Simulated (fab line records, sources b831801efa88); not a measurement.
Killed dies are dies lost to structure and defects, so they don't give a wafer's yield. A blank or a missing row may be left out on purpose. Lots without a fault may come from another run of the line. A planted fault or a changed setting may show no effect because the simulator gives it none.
fab line records | flow sfq_line
record lots=13 wafers=39 last_day=91
route steps=325 shown INCOMING@1 L0@3 L0V@16
lots that met no fault: from a run of the same line without faults
start_h: hours from the record's first day to the start of the lot's first wafer shown | wait_h: hours since the lot's step before | " the same as in the row above | L1.1+2: a row that stands for several wafers | - no value, or no start given | * or withheld: withheld | < > ~ a bound
route shown NAME@n: a module of which the file shows steps, and the number in the route of the first | usual: mean/standard deviation of fault-free wafers | same: alike in all rows | chamber/n: place in a boat | sites: the reading at each site | _std_site: their standard deviation | _edge_site: outer sites' mean less inner sites' | radius_mm: how far each site lies from the wafer's centre | mask NAME#n: copy n | behind: the tool/chamber that last shaped the wafer | hold: why the lot was held/for how many hours/how that ended | device: the transistor (n, p or np) that didn't switch | end of line: the same wafers' tests at the end of the route | a step without rows: its recipe alone | killed: dies lost to structure and defects at the first sort, not the wafer's yield | map: a wafer's dies, x killed, . not, _ none there
set.NAME: the setting as run; set.NAME@STEP: as run at that earlier step | model.NAME: the simulator's own value behind a step, which no gauge read
steps of the route over a sample of lots; a table a step, a row a wafer
services: from which hour (start_h, from the record's first day; less than 0 if before it) a tool's chamber was out of use, for how many hours, and why
## steps
# step SFQ_INCOMING_BOW_MEAS_900
# recipe mode=bow
# usual INCOMING_BOW=1/6
# columns lot.wafer tool chamber start_h wait_h INCOMING_BOW[um]
L332.1 film_metro-04 - 10.00 - -3
L332.2 " - " " 0
L332.6 " - " " -5
L333.1 film_metro-02 - 15.00 - 3
L333.4 " - " " -2
L333.6 " - " " 4
L334.3 film_metro-02 - 20.04 - 12
L334.4 " - " " -2
L334.5 " - " " 1
L335.2 film_metro-04 - 25.02 - 11
L335.5 " - " " -1
L335.6 " - " " 3
L336.1 film_metro-02 - 30.00 - 0
L336.4 " - " " 0
L336.6 " - " " 8
L337.1 film_metro-02 - 35.00 - 1
L337.4 " - " " 5
L337.6 " - " " 2
L338.2 film_metro-02 - 40.02 - 9
L338.3 " - " " 5
L338.5 " - " " 4
L339.2 film_metro-01 - 45.02 - -7
L339.3 " - " " -2
L339.4 " - " " 2
L340.1 film_metro-02 - 50.00 - -8
L340.2 " - " " -2
L340.3 " - " " -2
L348.1 film_metro-04 - 90.00 - -9
L348.4 " - " " -6
L348.6 " - " " -7
L351.2 film_metro-01 - 105.02 - -2
L351.5 " - " " -7
L351.6 " - " " 2
L354.1 film_metro-04 - 120.00 - 10
L354.2 " - " " -8
L354.6 " - " " 14
L355.1 film_metro-04 - 125.00 - 2
L355.2 " - " " 9
L355.4 " - " " -4
# step SFQ_TRILAYER_L0_DEP_SPUTTER_003
# recipe material=MoNx_KI base_pressure_pa=1.33e-06 target_thk_nm=40 power_w=800 time_s=100 chamber_pressure_pa=0.4
# usual throttle_valve_pct=29.5/1.4
# columns lot.wafer tool chamber start_h wait_h throttle_valve_pct
L332.1 pvd_sputter-04 - 12.49 0.0 28.7
L332.2 " - " " 27.9
L332.6 " - " " 29.5
L333.1 pvd_sputter-05 - 17.49 0.0 30.2
L333.4 " - " " 27.7
L333.6 " - " " 29.7
L334.3 pvd_sputter-06 - 22.49 0.0 30.0
L334.4 " - " " 28.8
L334.5 " - " " 29.2
L335.2 pvd_sputter-06 - 27.49 0.0 29.1
L335.5 " - " " 28.9
L335.6 " - " " 29.9
L336.1 pvd_sputter-04 - 32.49 0.0 29.5
L336.4 " - " " 30.0
L336.6 " - " " 28.1
L337.1 pvd_sputter-06 - 37.49 0.0 29.8
L337.4 " - " " 28.6
L337.6 " - " " 28.8
L338.2 pvd_sputter-04 - 42.49 0.0 27.9
L338.3 " - " " 28.9
L338.5 " - " " 30.0
L339.2 pvd_sputter-05 - 47.49 0.0 30.3
L339.3 " - " " 32.9
L339.4 " - " " 29.8
L340.1 pvd_sputter-04 - 52.49 0.0 29.5
L340.2 " - " " 30.1
L340.3 " - " " 28.8
L348.1 pvd_sputter-04 - 92.49 0.0 27.7
L348.4 " - " " 29.4
L348.6 " - " " 30.1
L351.2 pvd_sputter-05 - 107.49 0.0 30.4
L351.5 " - " " 27.5
L351.6 " - " " 32.8
L354.1 pvd_sputter-04 - 122.49 0.0 28.7
L354.2 " - " " 30.3
L354.6 " - " " 29.6
L355.1 pvd_sputter-05 - 127.49 0.0 30.0
L355.2 " - " " 32.9
L355.4 " - " " 27.5
# step SFQ_TRILAYER_L0_ETCH_METAL_ETCH_008
# recipe target=MoNx_KI stop_on=SiO2 mask_material=PR chemistry=SF6/O2 target_depth_nm=50 icp_w=600 bias_w=80 pressure_mtorr=10 time_s=25
# usual drypump_motor_current_A=5.5/0.51 oes_product_au=0.874/0.0077
# columns lot.wafer tool chamber start_h wait_h drypump_motor_current_A oes_product_au rf_hours_counter_h
L332.1 rie_metal-02 0 32.95 0.0 5.8 0.870 43
L332.2 " 1 " " 4.8 0.874 199
L332.6 " 1 " " 4.8 0.883 -
L333.1 rie_metal-01 0 37.75 0.0 5.8 0.873 6
L333.4 " 1 " " 5.0 0.865 -
L333.6 " 0 " " 5.8 0.880 -
L334.3 rie_metal-02 1 42.56 0.0 4.8 0.883 -
L334.4 " 0 " " 5.8 0.869 -
L334.5 " 1 " " 4.8 0.860 -
L335.2 rie_metal-04 0 47.35 0.0 5.0 0.871 19
L335.5 " 0 " " 5.1 0.875 -
L335.6 " 1 " " 6.2 0.882 -
L336.1 rie_metal-01 0 51.01 0.1 5.9 0.880 9
L336.4 " 0 " " 5.8 0.875 -
L336.6 " 0 " " 5.8 0.887 -
L337.1 rie_metal-01 0 56.09 0.1 5.8 0.873 11
L337.4 " 0 " " 5.8 0.880 -
L337.6 " 0 " " 5.9 0.883 -
L338.2 rie_metal-04 0 59.35 0.0 5.0 0.885 21
L338.3 " 1 " " 6.1 0.878 -
L338.5 " 1 " " 6.2 0.883 -
L339.2 rie_metal-02 1 65.35 0.0 4.8 0.879 205
L339.3 " 0 " " 5.8 0.868 -
L339.4 " 1 " " 4.8 0.868 -
L340.1 rie_metal-04 0 71.35 0.0 5.1 0.878 23
L340.2 " 1 " " 6.2 0.876 174
L340.3 " 1 " " 6.2 0.871 -
L348.1 rie_metal-02 0 108.55 0.0 5.8 0.876 59
L348.4 " 1 " " 4.8 0.881 -
L348.6 " 0 " " 5.8 0.877 -
L351.2 rie_metal-01 0 120.55 0.0 5.8 0.865 26
L351.5 " 1 " " 5.0 0.860 -
L351.6 " 0 " " 5.8 0.873 -
L354.1 rie_metal-02 1 134.95 0.0 4.8 0.869 7
L354.2 " 0 " " 5.8 0.866 65
L354.6 " 1 " " 4.8 0.873 -
L355.1 rie_metal-02 0 141.10 0.0 5.8 0.880 66
L355.2 " 1 " " 4.8 0.879 9
L355.4 " 0 " " 5.8 0.866 -
# step SFQ_TRILAYER_L0_CAP_PECVD_011
# recipe material=SiO2 temp_c=150 time_s=13.333 pressure_torr=2.4 rf_w=183.3 precursor=SiH4/N2O target_thk_nm=60
# usual heater_power_w=83/11 throttle_valve_pct=24.8/1.3
# columns lot.wafer tool chamber start_h wait_h heater_power_w throttle_valve_pct
L332.1 pecvd-04 0 33.77 0.0 73 25.5
L332.2 " 1 " " 75 23.9
L332.6 " 0 " " 74 25.8
L333.1 pecvd-01 0 38.57 0.0 79 25.9
L333.4 " 1 " " 79 23.2
L333.6 " 0 " " 82 25.9
L334.3 pecvd-04 1 43.37 0.0 79 23.9
L334.4 " 1 " " 79 24.2
L334.5 " 2 " " 93 25.9
L335.2 pecvd-01 1 48.17 0.0 88 23.5
L335.5 " 1 " " 87 23.7
L335.6 " 2 " " 104 22.6
L336.1 pecvd-01 0 52.48 0.0 68 26.2
L336.4 " 0 " " 67 26.1
L336.6 " 1 " " 88 23.4
L337.1 pecvd-01 1 57.55 0.0 91 23.4
L337.4 " 2 " " 101 22.8
L337.6 " 1 " " 89 23.5
L338.2 pecvd-01 0 60.17 0.0 75 26.0
L338.3 " 1 " " 77 23.4
L338.5 " 1 " " 78 23.1
L339.2 pecvd-01 2 66.17 0.0 103 22.7
L339.3 " 1 " " 87 23.3
L339.4 " 0 " " 70 26.2
L340.1 pecvd-04 1 72.17 0.0 73 24.0
L340.2 " 2 " " 96 25.7
L340.3 " 0 " " 77 25.8
L348.1 pecvd-03 0 109.37 0.0 83 25.5
L348.4 " 2 " " 71 26.2
L348.6 " 1 " " 79 25.1
L351.2 pecvd-04 2 121.37 0.0 98 26.0
L351.5 " 0 " " 85 25.7
L351.6 " 2 " " 96 25.9
L354.1 pecvd-04 1 135.77 0.0 68 23.8
L354.2 " 2 " " 81 26.0
L354.6 " 0 " " 84 25.9
L355.1 pecvd-04 2 141.92 0.0 90 25.8
L355.2 " 1 " " 65 23.9
L355.4 " 0 " " 80 25.6
# step SFQ_TRILAYER_L0_VIA_ETCH_VIA_ETCH_016
# recipe target=SiO2 stop_on=MoNx_KI mask_material=PR chemistry=CHF3 target_depth_nm=80 source_w=500 bias_w=80 pressure_mtorr=30 time_s=withheld
# usual drypump_motor_current_A=5.8/0.42 oes_product_au=0.840/0.0073
# columns lot.wafer tool chamber start_h wait_h drypump_motor_current_A oes_product_au
L332.1 rie_diel-02 0 103.74 0.0 5.9 0.836
L332.2 " 1 " " 5.4 0.836
L332.6 " 2 " " 5.7 0.852
L333.1 rie_diel-02 0 107.34 0.0 5.8 0.825
L333.4 " 3 " " 6.4 0.837
L333.6 " 3 " " 6.4 0.828
L334.3 rie_diel-02 3 113.34 0.0 6.4 0.845
L334.4 " 0 " " 5.9 0.849
L334.5 " 1 " " 5.4 0.849
L335.2 rie_diel-02 3 120.54 0.0 6.4 0.842
L335.5 " 2 " " 5.7 0.845
L335.6 " 3 " " 6.4 0.840
L336.1 rie_diel-04 0 125.34 0.0 5.7 0.835
L336.4 " 3 " " 5.7 0.849
L336.6 " 1 " " 5.8 0.844
L337.1 rie_diel-02 3 131.34 0.0 6.4 0.840
L337.4 " 2 " " 5.7 0.842
L337.6 " 2 " " 5.7 0.853
L338.2 rie_diel-01 3 134.49 0.0 5.9 0.843
L338.3 " 1 " " 4.9 0.849
L338.5 " 1 " " 4.9 0.852
L339.2 rie_diel-02 2 141.49 0.0 5.7 0.834
L339.3 " 0 " " 5.9 0.832
L339.4 " 1 " " 5.4 0.837
L340.1 rie_diel-01 1 148.69 0.0 4.9 0.837
L340.2 " 0 " " 6.4 0.844
L340.3 " 2 " " 5.8 0.838
L348.1 rie_diel-04 1 189.49 0.0 5.8 0.840
L348.4 " 3 " " 5.7 0.795
L348.6 " 1 " " 5.8 0.839
L351.2 rie_diel-02 2 203.89 0.0 5.7 0.844
L351.5 " 3 " " 6.4 0.846
L351.6 " 1 " " 5.4 0.859
L354.1 rie_diel-04 0 224.39 0.0 5.7 0.842
L354.2 " 2 " " 5.4 0.839
L354.6 " 0 " " 5.7 0.835
L355.1 rie_diel-02 1 230.39 0.0 5.4 0.834
L355.2 " 3 " " 6.4 0.836
L355.4 " 0 " " 5.9 0.840
## services
# columns tool chamber start_h hours kind
pvd_sputter-06 - -4.84 4.2 repair
rie_diel-02 1 5.69 15.4 repair
rie_diel-02 3 7.79 4.3 repair
pecvd-01 - 13.85 0.3 repair
pvd_sputter-05 - 36.31 6.0 repair
pvd_sputter-06 - 39.66 9.4 repair
pvd_sputter-06 - 54.35 2.1 repair
rie_diel-02 1 64.85 8.9 repair
rie_diel-02 2 69.44 2.6 repair
rie_metal-02 0 82.77 2.1 repair
pvd_sputter-05 - 87.71 1.7 repair
rie_diel-04 - 91.41 2.8 pm
pvd_sputter-06 - 97.45 11.0 repair
pvd_sputter-04 - 98.45 0.7 repair
pecvd-01 0 112.63 9.3 repair
rie_diel-02 1 115.35 5.3 repair
pecvd-04 0 130.99 2.2 repair
rie_metal-01 - 132.40 14.6 pm
rie_diel-02 0 144.49 7.1 repair
pvd_sputter-04 - 165.55 4.3 repair
pecvd-04 - 194.25 14.0 pm
rie_diel-02 0 203.10 13.4 repair
rie_metal-01 1 218.10 5.8 repair
pecvd-04 - 221.97 1.7 repair
## key
first_sign step=SFQ_TRILAYER_L0_VIA_ETCH_VIA_ETCH_016 reading=oes_product_au direction=down sigmas=6.2 usual=0.840 struck=0.795
effect none on later readings
met_at SFQ_TRILAYER_L0_CAP_PECVD_011
struck_lots L348
struck_wafers L348.4
not_acting_at SFQ_INCOMING_BOW_MEAS_900,SFQ_TRILAYER_L0_DEP_SPUTTER_003,SFQ_TRILAYER_L0_ETCH_METAL_ETCH_008
fault kind=site_profile_drift tool=pecvd-03 chamber=2 onset_h=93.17 steps=SFQ_TRILAYER_L0_CAP_PECVD_011 basis=fraction max_abs_drift=0.25748 slope_share_per_hr=57.217 site_pattern=0,0,0,0,0,-1,-1,-1,-1
